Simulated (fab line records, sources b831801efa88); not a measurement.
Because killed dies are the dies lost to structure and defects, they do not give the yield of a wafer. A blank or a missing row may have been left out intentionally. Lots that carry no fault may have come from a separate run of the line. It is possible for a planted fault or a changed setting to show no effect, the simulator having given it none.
fab line records ; flow sky130
record lots=6; wafers=18; last-day=50
route steps=708 shown METAL5@664 PAD_OPEN@708
lots that met no fault: from a run of the same line without faults
start-h: hours from the record's opening day to when the first of the lot's shown wafers began ; wait-h: hours elapsed since this lot's preceding step ; " unchanged from the row above ; L1.1+2: one row covering several wafers at once ; - value missing, or start not given ; * or withheld: withheld ; < > ~ a bound
route shown NAME@n: a module of which the file shows steps, and the number in the route of the first ; usual: mean and standard deviation over wafers with no fault ; same: alike in all rows ; chamber/n: place in a boat ; sites: readings site by site ; _std_site: the standard deviation of these ; _edge_site: mean of outer sites minus mean of inner sites ; radius-mm: for every site, how far away it sits from the centre of the wafer ; mask NAME#n: copy n ; behind: the tool/chamber that last shaped the wafer ; hold: why the lot was held/for how many hours/how that ended ; device: which transistor (n, p or np) failed to switch ; end of line: tests of these same wafers at the route's end ; for a step that has no rows: nothing shown but its recipe ; killed: not the wafer's yield, but the dies lost to structure and defects at the first sort ; map: a wafer's dies, marking killed ones x, the rest . and places with no die _
set.NAME: the run value of the setting; set.NAME@STEP: its run value at that earlier step ; model.NAME: the simulator's own value behind a step, which no gauge read
certain route steps with their lots: each step a table, each wafer a row
services: the hour from which a tool's chamber was out of use, counted from the record's first day as start-h (under 0 if before that day), plus the number of hours and why
## steps
# step SKY_METAL5_SPUTTER_03
# recipe material=Ti; target-thk-nm=5; power-w=3000; time-s=3.3; chamber-pressure-pa=0.4
# usual throttle-valve-pct=30.5/1.1
lot.wafer;tool;chamber;start-h;wait-h;throttle-valve-pct
L590.2;pvd-sputter-02;-;1023.15;0.0;30.5
L590.3;pvd-sputter-02;-;1023.15;0.0;28.8
L590.6;pvd-sputter-02;-;1023.15;0.0;32.1
L596.1;pvd-sputter-01;-;1057.08;0.0;32.8
L596.2;pvd-sputter-01;-;1057.08;0.0;30.2
L596.6;pvd-sputter-01;-;1057.08;0.0;32.4
L605.2;pvd-sputter-02;-;1114.28;0.0;31.3
L605.3;pvd-sputter-02;-;1114.28;0.0;28.8
L605.5;pvd-sputter-02;-;1114.28;0.0;30.4
L606.1;pvd-sputter-02;-;1117.96;0.0;28.8
L606.3;pvd-sputter-02;-;1117.96;0.0;31.0
L606.4;pvd-sputter-02;-;1117.96;0.0;30.3
L607.1;pvd-sputter-02;-;1120.31;0.0;31.4
L607.5;pvd-sputter-02;-;1120.31;0.0;31.1
L607.6;pvd-sputter-02;-;1120.31;0.0;30.2
L612.1;pvd-sputter-01;-;1148.85;0.0;31.5
L612.2;pvd-sputter-01;-;1148.85;0.0;32.3
L612.3;pvd-sputter-01;-;1148.85;0.0;30.5
# step SKY_METAL5_SPUTTER_04
# recipe material=TiN; target-thk-nm=70; power-w=6500; time-s=58.3; chamber-pressure-pa=0.4
# usual throttle-valve-pct=30.5/1.1
lot.wafer;tool;chamber;start-h;wait-h;throttle-valve-pct
L590.2;pvd-sputter-02;-;1023.17;0.0;30.2
L590.3;pvd-sputter-02;-;1023.17;0.0;28.8
L590.6;pvd-sputter-02;-;1023.17;0.0;32.1
L596.1;pvd-sputter-01;-;1057.10;0.0;32.6
L596.2;pvd-sputter-01;-;1057.10;0.0;30.2
L596.6;pvd-sputter-01;-;1057.10;0.0;32.6
L605.2;pvd-sputter-02;-;1114.30;0.0;31.1
L605.3;pvd-sputter-02;-;1114.30;0.0;29.1
L605.5;pvd-sputter-02;-;1114.30;0.0;30.5
L606.1;pvd-sputter-02;-;1117.98;0.0;28.9
L606.3;pvd-sputter-02;-;1117.98;0.0;31.0
L606.4;pvd-sputter-02;-;1117.98;0.0;30.3
L607.1;pvd-sputter-02;-;1120.32;0.0;31.3
L607.5;pvd-sputter-02;-;1120.32;0.0;31.3
L607.6;pvd-sputter-02;-;1120.32;0.0;30.4
L612.1;pvd-sputter-01;-;1148.87;0.0;31.5
L612.2;pvd-sputter-01;-;1148.87;0.0;32.4
L612.3;pvd-sputter-01;-;1148.87;0.0;30.4
# step SKY_METAL5_RS_MEAS_05
# recipe thk-meas-gauge=four-point-probe; reads=TiN_of_METAL5_SPUTTER_04+Ti_of_METAL5_SPUTTER_03+AlCu_of_METAL5_SPUTTER_02+TiN_of_METAL5_SPUTTER_01+Ti_of_METAL5_SPUTTER_00
# usual METAL5_ALCU_RS=0.0270/0.00035
lot.wafer;tool;chamber;start-h;wait-h;METAL5_ALCU_RS[ohm/sq]
L590.2;film-metro-02;-;1023.24;0.0;0.0268
L590.3;film-metro-02;-;1023.24;0.0;0.0265
L590.6;film-metro-02;-;1023.24;0.0;0.0268
L596.1;film-metro-01;-;1057.15;0.0;0.0268
L596.2;film-metro-01;-;1057.15;0.0;0.0269
L596.6;film-metro-01;-;1057.15;0.0;0.0269
L605.2;film-metro-02;-;1114.37;0.0;0.0270
L605.3;film-metro-02;-;1114.37;0.0;0.0271
L605.5;film-metro-02;-;1114.37;0.0;0.0273
L606.1;film-metro-01;-;1118.02;0.0;0.0271
L606.3;film-metro-01;-;1118.02;0.0;0.0272
L606.4;film-metro-01;-;1118.02;0.0;0.0274
L607.1;film-metro-02;-;1120.37;0.0;0.0273
L607.5;film-metro-02;-;1120.37;0.0;0.0275
L607.6;film-metro-02;-;1120.37;0.0;0.0270
L612.1;film-metro-02;-;1148.92;0.0;0.0270
L612.2;film-metro-02;-;1148.92;0.0;0.0272
L612.3;film-metro-02;-;1148.92;0.0;0.0270
# step SKY_METAL5_THK_MEAS_06
# recipe thk-meas-gauge=xrf; reads=AlCu_of_METAL5_SPUTTER_02
# usual METAL5_ALCU_THK=1142/20
lot.wafer;tool;chamber;start-h;wait-h;METAL5_ALCU_THK[nm]
L590.2;film-metro-02;-;1023.35;0.1;1148
L590.3;film-metro-02;-;1023.35;0.1;1158
L590.6;film-metro-02;-;1023.35;0.1;1139
L596.1;film-metro-01;-;1057.27;0.1;1141
L596.2;film-metro-01;-;1057.27;0.1;1144
L596.6;film-metro-01;-;1057.27;0.1;1135
L605.2;film-metro-02;-;1114.48;0.1;1123
L605.3;film-metro-02;-;1114.48;0.1;1128
L605.5;film-metro-02;-;1114.48;0.1;1119
L606.1;film-metro-01;-;1118.14;0.1;1134
L606.3;film-metro-01;-;1118.14;0.1;1122
L606.4;film-metro-01;-;1118.14;0.1;1113
L607.1;film-metro-02;-;1120.49;0.1;1114
L607.5;film-metro-02;-;1120.49;0.1;1108
L607.6;film-metro-02;-;1120.49;0.1;1125
L612.1;film-metro-02;-;1149.04;0.1;1130
L612.2;film-metro-02;-;1149.04;0.1;1124
L612.3;film-metro-02;-;1149.04;0.1;1127
# step SKY_METAL5_DEHYDRATE_07
# recipe temp-c=200; time-s=60
# step SKY_METAL5_HMDS_08
# recipe prime-time-s=60; prime-temp-c=120
# step SKY_METAL5_COAT_09
# recipe resist=NOVOLAK; spin-rpm=3000; resist-thk-nm=1800
# step SKY_METAL5_SOFTBAKE_10
# recipe temp-c=90; time-s=60; resist=NOVOLAK
# step SKY_METAL5_EXPOSE_11
# recipe mask-id=MM5; na=0.6; source-shape=conventional; sigma-outer=0.6; polarization=unpolarized; target-cd-nm=1600; dose-mj=190
# step SKY_METAL5_PEB_12
# recipe temp-c=withheld; time-s=*; resist=NOVOLAK
# step SKY_METAL5_DEVELOP_13
# recipe resist=NOVOLAK; developer=TMAH; develop-time-s=60; dev-temp-c=23
# step SKY_METAL5_DESCUM_14
# recipe chemistry=O2; source-power-w=150; bias-power-w=0; pressure-mtorr=10; temp-c=40; time-s=11
# usual drypump-motor-current-A=5.6/0.36; oes-product-au=1.002/0.011
lot.wafer;tool;chamber;start-h;wait-h;drypump-motor-current-A;oes-product-au;rf-hours-counter-h
L590.2;rie-metal-04;0;1046.12;0.1;5.6;1.001;9
L590.3;rie-metal-04;1;1046.12;0.1;5.4;1.023;-
L590.6;rie-metal-04;1;1046.12;0.1;5.4;1.015;-
L596.1;rie-metal-02;1;1078.56;0.1;6.0;1.017;3
L596.2;rie-metal-02;0;1078.56;0.1;5.5;0.992;20
L596.6;rie-metal-02;1;1078.56;0.1;5.9;1.011;-
L605.2;rie-metal-04;0;1134.21;0.1;5.6;1.012;16
L605.3;rie-metal-04;0;1134.21;0.1;5.6;0.994;-
L605.5;rie-metal-04;1;1134.21;0.1;5.4;1.007;-
L606.1;rie-metal-04;1;1137.67;0.1;5.4;1.010;18
L606.3;rie-metal-04;0;1137.67;0.1;5.6;0.995;-
L606.4;rie-metal-04;1;1137.67;0.1;5.4;1.007;-
L607.1;rie-metal-03;1;1139.72;0.1;6.2;1.004;24
L607.5;rie-metal-03;0;1139.72;0.1;5.1;0.995;-
L607.6;rie-metal-03;1;1139.72;0.1;6.2;1.008;-
L612.1;rie-metal-03;0;1166.62;0.1;5.1;0.989;28
L612.2;rie-metal-03;1;1166.62;0.1;6.2;1.003;26
L612.3;rie-metal-03;1;1166.62;0.1;6.2;1.009;-
# step SKY_METAL5_METAL_ETCH_15
# recipe target-depth-a=12600; stop-on=SiO2; over-etch-frac=0.2; time-s=252; chemistry=Cl2/BCl3; resist-sidewall-deg=86; pressure-mtorr=10; icp-w=900; bias-w=48.5; Cl2_flow_sccm=60; bcl3-flow-sccm=30
# usual bcl3-flow-sccm=30.00/0.095; bias-w=48.51/0.15; drypump-motor-current-A=5.6/0.36; oes-product-au=0.895/0.0051; throttle-valve-pct=22.264/0.0083
lot.wafer;tool;chamber;start-h;wait-h;bcl3-flow-sccm;bias-w;drypump-motor-current-A;oes-product-au;rf-hours-counter-h;throttle-valve-pct;model.NOVOLAK_of_METAL5_COAT_09.thk-nm;model.SiO2_of_VIA4_HDPCVD_00.thk-nm
L590.2;rie-metal-04;0;1046.15;0.0;30.06;48.59;5.6;0.899;9;22.269;1049;550.5
L590.3;rie-metal-04;1;1046.15;0.0;30.04;48.42;5.5;0.890;-;22.261;1029;549.7
L590.6;rie-metal-04;1;1046.15;0.0;30.02;48.36;5.4;0.894;-;22.266;1020;550.4
L596.1;rie-metal-02;1;1078.60;0.0;30.09;48.51;5.9;0.892;3;22.272;1020;548
L596.2;rie-metal-02;0;1078.60;0.0;30.11;48.66;5.5;0.890;20;22.270;1052;549.8
L596.6;rie-metal-02;1;1078.60;0.0;30.08;48.66;5.9;0.891;-;22.258;1026;548.6
L605.2;rie-metal-04;0;1134.25;0.0;30.19;60.20;5.6;0.895;16;22.256;962.6;542.9
L605.3;rie-metal-04;0;1134.25;0.0;30.11;60.08;5.6;0.895;-;22.271;956.2;546.1
L605.5;rie-metal-04;1;1134.25;0.0;30.13;60.26;5.4;0.890;-;22.268;960.9;545
L606.1;rie-metal-04;1;1137.70;0.0;29.97;60.29;5.4;0.897;18;22.270;938.5;544.2
L606.3;rie-metal-04;0;1137.70;0.0;29.84;60.29;5.6;0.891;-;22.259;963.3;544.3
L606.4;rie-metal-04;1;1137.70;0.0;30.11;60.41;5.4;0.893;-;22.255;948.2;542.5
L607.1;rie-metal-03;1;1139.75;0.0;30.25;48.43;6.2;0.891;24;22.261;1018;548.5
L607.5;rie-metal-03;0;1139.75;0.0;29.92;48.55;5.1;0.895;-;22.266;1041;548.8
L607.6;rie-metal-03;1;1139.75;0.0;30.05;48.47;6.2;0.897;-;22.257;1016;549.8
L612.1;rie-metal-03;0;1166.65;0.0;30.02;48.54;5.1;0.895;28;22.264;1034;551.4
L612.2;rie-metal-03;1;1166.65;0.0;29.93;48.62;6.2;0.891;26;22.262;1023;548.9
L612.3;rie-metal-03;1;1166.65;0.0;30.02;48.40;6.1;0.896;-;22.269;1034;549.5
# step SKY_METAL5_STRIP_16
# recipe chemistry=O2/N2; power-w=1400; pressure-mtorr=1500; platen-temp-c=withheld; o2-flow-sccm=3000; n2-flow-sccm=300; overash-fraction=0.5
# usual drypump-motor-current-A=6.1/0.47; oes-product-au=0.710/0.0046; strip-time-to-endpoint-s=13.03/0.15
# same overash-fraction=0.5
lot.wafer;tool;chamber;start-h;wait-h;drypump-motor-current-A;oes-product-au;rf-hours-counter-h;strip-time-to-endpoint-s
L590.2;plasma-asher-01;1;1046.39;0.2;6.4;0.711;60;13.24
L590.3;plasma-asher-01;1;1046.39;0.2;6.4;0.709;-;12.99
L590.6;plasma-asher-01;1;1046.39;0.2;6.4;0.706;-;12.91
L596.1;plasma-asher-02;1;1078.83;0.2;5.4;0.712;88;12.89
L596.2;plasma-asher-02;0;1078.83;0.2;6.0;0.710;88;13.24
L596.6;plasma-asher-02;0;1078.83;0.2;6.0;0.713;-;12.97
L605.2;plasma-asher-02;0;1134.48;0.2;5.9;0.707;94;12.31
L605.3;plasma-asher-02;0;1134.48;0.2;6.0;0.712;-;12.23
L605.5;plasma-asher-02;1;1134.48;0.2;5.4;0.704;-;12.26
L606.1;plasma-asher-01;1;1137.94;0.2;6.5;0.715;69;12.03
L606.3;plasma-asher-01;0;1137.94;0.2;6.7;0.696;-;12.29
L606.4;plasma-asher-01;1;1137.94;0.2;6.4;0.709;-;12.12
L607.1;plasma-asher-02;1;1139.99;0.2;5.4;0.710;94;12.87
L607.5;plasma-asher-02;1;1139.99;0.2;5.4;0.714;-;13.14
L607.6;plasma-asher-02;0;1139.99;0.2;6.0;0.709;-;12.86
L612.1;plasma-asher-01;0;1166.89;0.2;6.7;0.707;73;13.06
L612.2;plasma-asher-01;1;1166.89;0.2;6.4;0.711;73;12.93
L612.3;plasma-asher-01;0;1166.89;0.2;6.7;0.714;-;13.06
# step SKY_METAL5_STRIP_17
# recipe chemistry=post-etch-residue-remover; time-s=1200; temp-c=72.5
# step SKY_PAD_OPEN_PROBE_99
# usual defect-limited-yield=82.5/2; killed_at_M0_to_M3=44/6.8; killed_at_M4_up=2.9/1.7; killed-at-contacts=24/5.2; killed-at-front-end=15/4; killed-at-other=0.2/0.44; killed-dies=86/9.9; killed-open=47/7.9; killed-short=39/6.3; sort_bin_3_pad_short=0.8/0.38; sort_bin_5_function=10.5/1.5; sort_bin_6_memory=6.2/1.1; sort-n-pass=406/9.9; sort-yield-pct=82.5/2
# same gross-dies=492; killed-at-back-side=0; sort_bin_4_leakage[%]=0; sort_bin_8_speed[%]=0
lot.wafer;tool;chamber;start-h;wait-h;defect-limited-yield[%];killed_at_M0_to_M3;killed_at_M4_up;killed-at-contacts;killed-at-front-end;killed-at-other;killed-dies;killed-open;killed-short;sort_bin_3_pad_short[%];sort_bin_5_function[%];sort_bin_6_memory[%];sort-n-pass;sort-yield-pct[%]
L590.2;prober-02;-;1092.32;0.1;83.9;38;6;21;14;0;79;39;40;0.8;10.2;5.1;413;83.9
L590.3;prober-02;-;1092.37;0.2;85.6;38;1;19;13;0;71;39;31;0.4;8.1;5.9;421;85.6
L590.6;prober-02;-;1092.52;0.2;83.5;40;2;26;13;0;81;40;39;0.8;10.2;5.5;411;83.5
L596.1;prober-02;-;1123.36;0.1;83.1;43;2;25;13;0;83;40;43;1.4;9.8;5.7;409;83.1
L596.2;prober-02;-;1123.41;0.1;81.5;50;3;23;15;0;91;49;41;1.0;11.4;6.1;401;81.5
L596.6;prober-02;-;1123.61;0.2;84.8;43;1;17;14;0;75;41;34;1.0;10.4;3.9;417;84.8
L605.2;prober-01;-;1173.58;0.1;82.1;40;4;29;14;1;88;43;45;1.0;11.2;5.7;404;82.1
L605.3;prober-01;-;1173.63;0.2;83.5;47;4;17;13;0;81;37;43;1.0;9.6;5.9;411;83.5
L605.5;prober-01;-;1173.73;0.2;83.7;48;2;14;16;0;80;46;34;0.4;10.0;5.9;412;83.7
L606.1;prober-02;-;1175.29;0.1;84.1;47;4;19;8;0;78;47;31;0;10.0;5.9;414;84.1
L606.3;prober-02;-;1175.39;0.2;84.6;44;2;19;11;0;76;45;31;0.2;8.3;6.9;416;84.6
L606.4;prober-02;-;1175.44;0.2;83.5;46;1;23;11;0;81;48;33;0.4;11.8;4.3;411;83.5
L607.1;prober-01;-;1178.43;0.1;80.7;52;2;25;15;1;95;48;46;1.2;12.6;5.5;397;80.7
L607.5;prober-01;-;1178.63;0.2;83.7;43;0;22;15;0;80;37;43;1.0;9.6;5.7;412;83.7
L607.6;prober-01;-;1178.68;0.2;86.0;33;5;21;10;0;69;41;28;0;10.2;3.9;423;86.0
L612.1;prober-02;-;1202.69;0.1;79.5;50;5;27;18;1;101;59;42;1.6;11.8;7.1;391;79.5
L612.2;prober-02;-;1202.74;0.1;83.1;43;3;20;17;0;83;52;31;0.8;10.4;5.7;409;83.1
L612.3;prober-02;-;1202.79;0.2;82.1;43;2;26;17;0;88;56;32;0.4;13.0;4.5;404;82.1
# killed by level:class
L590.2 LI_CONTACT:geometric-particle:open=7 CONTACT:geometric-particle:short=6 CONTACT:geometric-particle:open=6 VIA2:geometric-particle:open=6 METAL1:geometric-particle:short=5 VIA1:geometric-particle:short=5 VIA1:geometric-particle:open=5 METAL2:geometric-particle:short=5
L590.3 VIA1:geometric-particle:open=11 CONTACT:geometric-particle:open=7 VIA3:geometric-particle:open=7 FIELD_ISO:geometric-particle:short=5 METAL1:geometric-particle:short=5 VIA2:geometric-particle:open=5 POLY_GATE:geometric-particle:short=4 LOCAL_INTERCONNECT:geometric-particle:short=4
L590.6 CONTACT:geometric-particle:open=10 VIA1:geometric-particle:open=8 VIA1:geometric-particle:short=8 LI_CONTACT:geometric-particle:open=7 VIA3:geometric-particle:open=6 VIA3:geometric-particle:short=6 POLY_GATE:geometric-particle:short=4 CONTACT:geometric-particle:short=4
L596.1 METAL1:geometric-particle:short=9 VIA1:geometric-particle:open=9 CONTACT:geometric-particle:open=8 CONTACT:geometric-particle:short=7 VIA3:geometric-particle:open=7 VIA1:geometric-particle:short=6 FIELD_ISO:geometric-particle:open=5 FIELD_ISO:geometric-particle:short=4
L596.2 CONTACT:geometric-particle:open=13 VIA3:geometric-particle:open=12 METAL1:geometric-particle:short=8 FIELD_ISO:geometric-particle:open=6 VIA1:geometric-particle:open=6 VIA1:geometric-particle:short=5 METAL2:geometric-particle:short=5 LOCAL_INTERCONNECT:geometric-particle:short=4
L596.6 VIA1:geometric-particle:open=14 CONTACT:geometric-particle:open=7 FIELD_ISO:geometric-particle:short=6 METAL2:geometric-particle:short=6 VIA1:geometric-particle:short=5 FIELD_ISO:geometric-particle:open=3 LI_CONTACT:geometric-particle:short=3 LI_CONTACT:geometric-particle:open=3
L605.2 CONTACT:geometric-particle:open=8 VIA1:geometric-particle:open=7 LI_CONTACT:geometric-particle:open=6 METAL1:geometric-particle:short=6 LI_CONTACT:geometric-particle:short=5 VIA3:geometric-particle:short=5 CONTACT:geometric-particle:short=5 VIA2:geometric-particle:open=5
L605.3 VIA1:geometric-particle:open=12 METAL1:geometric-particle:short=7 VIA2:geometric-particle:open=6 FIELD_ISO:geometric-particle:short=5 LI_CONTACT:geometric-particle:open=5 METAL2:geometric-particle:short=5 LOCAL_INTERCONNECT:geometric-particle:short=4 CONTACT:geometric-particle:short=4
L605.5 VIA1:geometric-particle:open=19 LI_CONTACT:geometric-particle:open=6 VIA2:geometric-particle:open=6 POLY_GATE:geometric-particle:open=5 POLY_GATE:geometric-particle:short=5 METAL2:geometric-particle:short=5 METAL1:geometric-particle:short=5 LOCAL_INTERCONNECT:geometric-particle:short=4
L606.1 VIA1:geometric-particle:open=10 CONTACT:geometric-particle:open=9 VIA2:geometric-particle:open=7 VIA3:geometric-particle:open=7 LI_CONTACT:geometric-particle:open=5 METAL1:geometric-particle:short=5 METAL2:geometric-particle:short=5 FIELD_ISO:geometric-particle:short=3
L606.3 CONTACT:geometric-particle:open=10 VIA1:geometric-particle:open=9 VIA3:geometric-particle:open=8 METAL1:geometric-particle:short=6 METAL2:geometric-particle:short=6 VIA2:geometric-particle:short=4 FIELD_ISO:geometric-particle:open=3 FIELD_ISO:geometric-particle:short=3
L606.4 CONTACT:geometric-particle:open=11 VIA3:geometric-particle:open=10 VIA1:geometric-particle:open=10 LOCAL_INTERCONNECT:geometric-particle:short=6 VIA3:geometric-particle:short=6 VIA1:geometric-particle:short=5 VIA2:geometric-particle:open=5 FIELD_ISO:geometric-particle:open=3
L607.1 METAL2:geometric-particle:short=9 FIELD_ISO:geometric-particle:open=8 VIA1:geometric-particle:open=8 VIA1:geometric-particle:short=8 CONTACT:geometric-particle:open=7 CONTACT:geometric-particle:short=6 VIA2:geometric-particle:open=6 LI_CONTACT:geometric-particle:open=5
L607.5 VIA1:geometric-particle:open=11 VIA1:geometric-particle:short=7 METAL2:geometric-particle:short=6 VIA3:geometric-particle:open=6 FIELD_ISO:geometric-particle:short=5 CONTACT:geometric-particle:short=5 CONTACT:geometric-particle:open=5 METAL3:geometric-particle:short=5
L607.6 VIA1:geometric-particle:open=10 CONTACT:geometric-particle:open=7 LI_CONTACT:geometric-particle:open=5 FIELD_ISO:geometric-particle:open=4 METAL1:geometric-particle:short=4 CONTACT:geometric-particle:short=4 LOCAL_INTERCONNECT:geometric-particle:short=3 VIA1:geometric-particle:short=3
L612.1 VIA1:geometric-particle:open=14 CONTACT:geometric-particle:open=11 LI_CONTACT:geometric-particle:open=8 FIELD_ISO:geometric-particle:open=6 VIA3:geometric-particle:open=6 VIA3:geometric-particle:short=5 VIA1:geometric-particle:short=5 VIA2:geometric-particle:open=5
L612.2 VIA1:geometric-particle:open=11 CONTACT:geometric-particle:open=7 VIA1:geometric-particle:short=7 METAL1:geometric-particle:open=6 VIA2:geometric-particle:open=6 FIELD_ISO:geometric-particle:open=4 LI_CONTACT:geometric-particle:open=4 CONTACT:geometric-particle:short=4
L612.3 VIA1:geometric-particle:open=11 CONTACT:geometric-particle:open=9 VIA3:geometric-particle:open=8 POLY_GATE:geometric-particle:open=7 LOCAL_INTERCONNECT:geometric-particle:short=7 LI_CONTACT:geometric-particle:open=5 METAL1:geometric-particle:short=5 VIA2:geometric-particle:open=4
## services
tool;chamber;start-h;hours;kind
rie-metal-04;0;1014.22;18.0;repair
rie-metal-02;1;1020.30;-;clean
rie-metal-02;1;1020.30;15.2;scheduled-down
rie-metal-02;1;1020.30;15.2;vent-cycle
rie-metal-03;-;1020.39;1.3;repair
pvd-sputter-01;-;1020.40;4.9;repair
pvd-sputter-01;1;1031.85;-;consumable-replace:kit
pvd-sputter-01;1;1031.85;18.0;scheduled-down
pvd-sputter-01;1;1031.85;18.0;vent-cycle
plasma-asher-02;-;1045.26;0.8;repair
plasma-asher-02;-;1053.79;2.8;pm
pvd-sputter-01;-;1057.59;1.0;repair
plasma-asher-01;-;1107.79;3.3;repair
pvd-sputter-02;1;1111.26;-;consumable-replace:kit
pvd-sputter-02;1;1111.26;18.0;scheduled-down
pvd-sputter-02;1;1111.26;18.0;vent-cycle
rie-metal-02;0;1119.93;10.8;repair
rie-metal-03;-;1122.14;3.6;repair
pvd-sputter-01;-;1130.70;9.2;repair
pvd-sputter-01;0;1157.06;-;consumable-replace:kit
pvd-sputter-01;0;1157.06;18.0;scheduled-down
pvd-sputter-01;0;1157.06;18.0;vent-cycle
## key
first-sign step=SKY_METAL5_METAL_ETCH_15; reading=bias-w; direction=up; sigmas=79; usual=48.51; struck=60.26
effect step=SKY_METAL5_STRIP_16; reading=strip-time-to-endpoint-s; direction=down; sigmas=5.6; usual=*; struck=*
model-effect step=SKY_METAL5_METAL_ETCH_15; value=NOVOLAK_of_METAL5_COAT_09.thk-nm; without=1029; struck=954.9
met-at SKY_METAL5_METAL_ETCH_15
struck-wafers L605.2,L605.3,L605.5,L606.1,L606.3,L606.4
onset-between 1046.15 1134.25
fault kind=process-parameter-drift; tool=rie-metal-04; chamber=-; onset-h=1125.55; steps=SKY_METAL5_METAL_ETCH_15; channel=bias-w; offset=11.598; shape=step; end-h=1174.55; acts-in=these-recipes-only; stated=48.5
